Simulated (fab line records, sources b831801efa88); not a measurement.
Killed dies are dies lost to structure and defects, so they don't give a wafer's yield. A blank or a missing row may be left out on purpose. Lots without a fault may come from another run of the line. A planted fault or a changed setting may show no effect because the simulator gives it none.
A struck lot beside a sound one | flow gf180mcu | 15 steps out of a route of 602
Sound: wafers L384.2, L384.5, L384.6. Struck: wafers L391.3, L391.5, L391.6. The cause comes at the end.
At each step with rows: each side's tool, then ch and its chambers, then its first start. Under that, the readings that differ: sound wafers | struck wafers | difference of the means | sigmas: that difference in standard deviations of wafers without a fault.
alike: readings whose means differ by less than 2 such deviations, and words and numbers that are the same on both sides. not compared: withheld readings, readings that some wafer has no value for, bounds like >300 that may hide the same value, and numbers for which the record gives no deviation and whose values overlap.
The two part at a step that has a row with sigmas, a row that says differs or no value, or rows on one side only. Numbers that don't overlap but have no deviation are shown without sigmas and don't part them. A reading that every wafer of one side lacks parts them only if that side has two wafers or more.

GF_MIM_STRIP_20: strips in O2/N2.
  sound on plasma_asher-01 ch 0,1, day 27 23:52; struck on plasma_asher-02 ch 0,1, day 29 22:36
  alike: drypump_motor_current_A, heater_power_w, oes_product_au, strip_time_to_endpoint_s
  not compared: rf_hours_counter_h
then, 9 steps without rows for these wafers: GF_MIM_STRIP_21 (strips in post etch residue remover, time 1200 s); GF_MIM_CLEAN_22 (cleans in DIW); GF_M5_DEHYDRATE_00 (time 60 s); GF_M5_HMDS_01 (prime time 60 s); GF_M5_COAT_02 (resist thk 1000 nm); GF_M5_SOFTBAKE_03 (time 60 s); GF_M5_EXPOSE_04 (exposes mask Metal5, target cd 280 nm); GF_M5_PEB_05 (peb time 90 s); GF_M5_DEVELOP_06 (develop time 60 s).
GF_M5_CD_MEAS_07: target cd 280 nm.
  sound on cd_sem-01, day 28 19:34; struck on cd_sem-01, day 30 17:32
  alike: cd_nm
GF_M5_OVL_MEAS_08:
  sound on overlay-02, day 28 19:40; struck on overlay-02, day 30 17:38
  alike: M5_OVL
GF_M5_ETCH_09: etches Si3N4 in CF4/O2, target depth 52 nm, time 11.6 s.
  sound on rie_diel-02 ch 0,1, day 28 19:42; struck on rie_diel-02 ch 1,2, day 30 17:39
  reading                  | sound             | struck            | difference | sigmas
  oes_product_au (a.u.)    | 1.008 1.007 1.002 | 1.096 1.094 1.083 | +0.085     | +11
  rf_fwd_power_W (W)       | 789 783 791       | 912 920 912       | +127       | +30
  model.etch.depth_nm (nm) | 52.35 52.67 51.88 | 59.34 59.39 58.97 | +6.93      |
  alike: O2_flow_sccm, drypump_motor_current_A, throttle_valve_pct
  not compared: rf_hours_counter_h
GF_M5_METAL_ETCH_10: etches the open film in Cl2/BCl3, stops on SiO2, target depth 627.5 nm, time 104.6 s.
  sound on rie_metal-01 ch 0,1, day 28 19:43; struck on rie_metal-04 ch 0,1, day 30 17:43
  alike: drypump_motor_current_A, mfc_cl2_sccm, oes_product_au, rf_fwd_power_W, throttle_valve_pct
  not compared: rf_hours_counter_h
GF_PASSIVATION_PROBE_99:
  the record has rows for the sound wafers here (prober-01, day 31 09:31) and none for the struck ones

WHERE THEY PART
First at GF_M5_ETCH_09; last, within this record, at GF_PASSIVATION_PROBE_99.

WHY: what the simulator had put in
Process parameter drift: rie_diel-02, from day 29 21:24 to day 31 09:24, at GF_M5_ETCH_09. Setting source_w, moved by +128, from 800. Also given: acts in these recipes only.
